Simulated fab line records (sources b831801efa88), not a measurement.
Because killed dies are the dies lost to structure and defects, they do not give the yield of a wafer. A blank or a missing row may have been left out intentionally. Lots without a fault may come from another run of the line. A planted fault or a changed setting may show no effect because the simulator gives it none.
Which tool did it?    flow sfq line    45 wafers from 15 lots sampled at 3 of the route's 325 steps

== WHAT THE GAUGES SHOWED, per wafer ==
SFQ_M6_RS_MEAS_938: measurement is done with a four-point probe. Usual: for M6_NB_RS the level is 0.886 ohm/sq and the standard deviation is 0.0099.
lot   measured      on             M6_NB_RS (ohm/sq)                    flag
L283  day 74 03:15  film metro-03  0.894 0.889 0.892                    
L284  day 74 20:41  film metro-01  0.882 0.886 0.888                    
L285  day 74 21:47  film metro-01  0.877 0.882 0.872                    
L286  day 75 00:16  film metro-01  0.872 0.866 0.867                    
L287  day 75 04:35  film metro-04  0.905 0.894 0.899                    
L293  day 75 19:12  film metro-03  0.445 0.447 0.445 0.444 0.448 0.445  OFF
L294  day 75 21:39  film metro-03  0.432 0.437 0.436 0.432 0.436 0.435  OFF
L297  day 78 19:02  film metro-03  0.437 0.436 0.439 0.438 0.436 0.438  OFF
L298  day 83 00:40  film metro-04  0.882 0.882 0.885                    
L299  day 83 02:13  film metro-01  0.881 0.886 0.888                    
L300  day 84 06:19  film metro-03  0.900 0.892 0.900                    
L302  day 85 04:53  film metro-04  0.889 0.893 0.898                    
L303  day 85 09:55  film metro-04  0.900 0.899 0.906                    
L304  day 85 13:17  film metro-04  0.883 0.879 0.883                    
L305  day 85 14:40  film metro-03  0.881 0.881 0.881                    

== EACH LOT AND THE TOOL THAT RAN IT (in order: tool; ch and the chambers of the sampled wafers; start) ==
lot   SFQ_TRILAYER_L0_VIA_ETCH_VIA_ETCH_016  SFQ_TRILAYER_M6_DEP_SPUTTER_157
L283  rie diel-02 ch 0,1, day 7 11:50        pvd sputter-03, day 74 03:07
L284  rie diel-03 ch 1,2,3, day 7 17:50      pvd sputter-03, day 74 20:35
L285  rie diel-04 ch 0,1,3, day 8 03:26      pvd sputter-04, day 74 21:42
L286  rie diel-02 ch 0,1, day 8 11:50        pvd sputter-05, day 75 00:10
L287  rie diel-03 ch 1,2,3, day 9 01:17      pvd sputter-03, day 75 04:28
L293  rie diel-02 ch 2,3, day 11 11:19       pvd sputter-03, day 75 18:51
L294  rie diel-03 ch 2,3, day 11 13:43       pvd sputter-04, day 75 21:16
L297  rie diel-03 ch 1,2, day 12 04:14       pvd sputter-05, day 78 18:38
L298  rie diel-03 ch 2,3, day 12 15:02       pvd sputter-03, day 83 00:32
L299  rie diel-02 ch 0,1, day 12 18:38       pvd sputter-05, day 83 02:07
L300  rie diel-03 ch 0,2,3, day 13 06:46     pvd sputter-04, day 84 06:12
L302  rie diel-02 ch 1,2,3, day 14 01:58     pvd sputter-04, day 85 04:48
L303  rie diel-02 ch 0,2,3, day 14 11:34     pvd sputter-03, day 85 09:47
L304  rie diel-02 ch 0,1, day 14 15:10       pvd sputter-05, day 85 13:12
L305  rie diel-02 ch 0,1,2, day 15 03:10     pvd sputter-04, day 85 14:35
- SFQ_TRILAYER_L0_VIA_ETCH_VIA_ETCH_016: etches SiO2 in CHF3, stops on MoNx KI, target depth 80 nm.
- SFQ_TRILAYER_M6_DEP_SPUTTER_157: material Nb, target thk 200 nm, time 133.3 s.

== WHAT THE TOOLS THEMSELVES READ (means of the sampled wafers that have a number; where no wafer has one, the mark that the record gives instead) ==
SFQ_TRILAYER_L0_VIA_ETCH_VIA_ETCH_016. Usual: chamber pressure mTorr 29.997 mTorr, standard deviation 0.028; drypump motor current A 5.6 A, standard deviation 0.42; oes product au 0.839 a.u., standard deviation 0.0073.
lot   tool         chamber pressure mTorr (mTorr)  drypump motor current A (A)  oes product au (a.u.)  flag
L283  rie diel-02  29.977                          5.4                          0.843                  
L284  rie diel-03  30.008                          5.8                          0.834                  
L285  rie diel-04  30.037                          6.0                          0.842                  
L286  rie diel-02  29.987                          5.4                          0.838                  
L287  rie diel-03  29.975                          5.8                          0.841                  
L293  rie diel-02  30.007                          5.7                          0.832                  
L294  rie diel-03  30.003                          5.9                          0.841                  
L297  rie diel-03  30.007                          6.0                          0.837                  
L298  rie diel-03  30.015                          5.8                          0.841                  
L299  rie diel-02  30.017                          5.1                          0.835                  
L300  rie diel-03  30.005                          5.9                          0.843                  
L302  rie diel-02  29.990                          5.3                          0.846                  
L303  rie diel-02  29.985                          5.6                          0.850                  
L304  rie diel-02  29.983                          5.1                          0.836                  
L305  rie diel-02  29.994                          5.5                          0.841                  

SFQ_TRILAYER_M6_DEP_SPUTTER_157. Usual: 29.9 % for throttle valve pct, sd 0.9.
lot   tool            throttle valve pct (%)  flag
L283  pvd sputter-03  30.1                    
L284  pvd sputter-03  30.8                    
L285  pvd sputter-04  29.5                    
L286  pvd sputter-05  29.7                    
L287  pvd sputter-03  29.9                    
L293  pvd sputter-03  30.7                    
L294  pvd sputter-04  29.6                    
L297  pvd sputter-05  30.0                    
L298  pvd sputter-03  30.0                    
L299  pvd sputter-05  30.1                    
L300  pvd sputter-04  29.1                    
L302  pvd sputter-04  29.0                    
L303  pvd sputter-03  30.2                    
L304  pvd sputter-05  29.6                    
L305  pvd sputter-04  29.5                    

== THE ANSWER, worked out from the rows above alone ==
Rule: lot off if the mean of its wafers having a number is beyond 3 standard deviations from the usual mean. Also off: a lot with no number at a reading for which 4 or more lots have one. All remaining lots with rows at the step are treated as sound. The gauges are gone through in route order, then the tools' own readings, and for those a lot's mean is taken as printed above. The first step at which some lot is off is used, and at that step the reading that is off furthest; a lot without a number counts as furthest.
Off: L293, L294, L297, at SFQ_M6_RS_MEAS_938 (M6_NB_RS).
If a tool, at a process step before that reading, ran all the lots that are off and no sound lot after the first of them, it fits. The gauges at SFQ_M6_RS_MEAS_938 are tried like those tools. No candidate that was tried fits.

== WHAT HAD BEEN PUT IN BY THE SIMULATOR ==
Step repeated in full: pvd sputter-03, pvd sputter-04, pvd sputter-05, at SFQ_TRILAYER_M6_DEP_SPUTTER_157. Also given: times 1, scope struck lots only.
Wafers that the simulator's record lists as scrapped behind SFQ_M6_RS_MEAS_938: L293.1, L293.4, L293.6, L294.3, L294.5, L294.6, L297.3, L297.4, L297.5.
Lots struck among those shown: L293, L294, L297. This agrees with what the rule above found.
